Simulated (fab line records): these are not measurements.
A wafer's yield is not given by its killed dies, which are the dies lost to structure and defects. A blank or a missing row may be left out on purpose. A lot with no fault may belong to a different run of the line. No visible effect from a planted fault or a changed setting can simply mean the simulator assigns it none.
A single fault, viewed from 2 desks ; flow gf180mcu ; each desk holds nothing but its own numbers, with what lay behind them at the end

== DESK OF THE TOOL OWNER: implanter-01 ==
The tool's own readings at GF_MVPSD_IMPLANT_09: means of the sampled wafers that have a number, for each lot that ran on this tool. Any lot whose mean is over 4 standard deviations away from the usual mean is out of limits and marked OUT; that distance is given in the brackets.
Columns: A = dose-ions-cm2 at GF_MVPSD_IMPLANT_09, usual 5.001e+12; B = faraday-current-uA at GF_MVPSD_IMPLANT_09, usual 28.2
lot;first seen here;A;B
L107;day 5 01:08;5.004e+12;27.8
L108;day 5 07:45;5.004e+12;28.4
L110;day 5 17:49;5.001e+12;28.4
L115;day 7 02:31;4.996e+12;28.2
L119;day 8 03:47;5.002e+12;28.5
L120;day 8 08:26;5.002e+12;28.2
L121;day 8 12:27;2.361e+12 (-99 or more) OUT;13.2 (-26) OUT
L126;day 9 16:30;2.355e+12 (-99 or more) OUT;13.3 (-26) OUT
This desk's verdict: out of limits on L121, L126, starting with L121 at day 8 12:27 (dose-ions-cm2 at GF_MVPSD_IMPLANT_09). L107, L108, L110, L115, L119, L120: within limits.

== AT THE METROLOGY DESK ==
What the gauges read, lot by lot, whatever tool the lot ran on: means of the sampled wafers that have a number. Any lot whose mean is over 4 standard deviations away from the usual mean is out of limits and marked OUT; that distance is given in the brackets.
Columns: A = STI_CVD_03_THK at GF_STI_THK_MEAS_04, usual 206.2 nm; B = MVPSD_TW at GF_MVPSD_TW_MEAS_11, usual 551; C = MVPSD_RS at GF_VT_IMPLANT_RS_MEAS_49, usual 1168 ohm/sq; D = M1_OVL at GF_M1_OVL_MEAS_15, usual 4 nm
lot;first seen here;A;B;C;D
L107;day 1 13:34;203.3;548;1169;3
L108;day 1 18:34;203.0;548;1164;11
L110;day 2 04:38;208.6;556;1167;7
L114;day 3 01:43;207.0;553;1171;7
L115;day 3 07:06;207.5;547;1169;6
L116;day 3 10:56;207.1;554;1164;5
L117;day 3 16:08;207.1;547;1167;3
L118;day 3 20:34;207.3;548;1170;4
L119;day 4 03:23;203.7;547;1172;-6
L120;day 4 07:31;207.9;552;1170;-2
L121;day 4 12:56;207.4;533 (-4.9) OUT;1309 (+45) OUT;-
L126;day 5 13:01;207.8;538;1308 (+45) OUT;-
L127;day 5 19:56;204.3;554;1163;6
This desk reports L121, L126 out of limits; the earliest was L121 at day 8 12:41 (MVPSD_TW at GF_MVPSD_TW_MEAS_11). L107, L108, L110, L114, L115, L116, L117, L118, L119, L120, L127: within limits.

== PUT TOGETHER ==
The tool owner's desk had the chance to raise an alarm at day 8 12:27 on L121, L126.
The metrology desk could have raised an alarm at day 8 12:41, on L121, L126.
Every lot named ran GF_MVPSD_IMPLANT_09 on implanter-01.

== WHAT THE SIMULATOR HAD INSERTED ==
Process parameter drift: implanter-01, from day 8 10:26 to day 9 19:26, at GF_MVPSD_IMPLANT_09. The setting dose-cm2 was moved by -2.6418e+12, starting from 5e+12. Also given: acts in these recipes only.
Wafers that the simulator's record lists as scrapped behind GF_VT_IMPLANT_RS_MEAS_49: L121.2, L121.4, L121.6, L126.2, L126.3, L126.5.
Shown lots that were struck: L121, L126.
Hours from the fault's start to each desk's first reading out of limits: the tool owner's desk, 2; the metrology desk, 2.
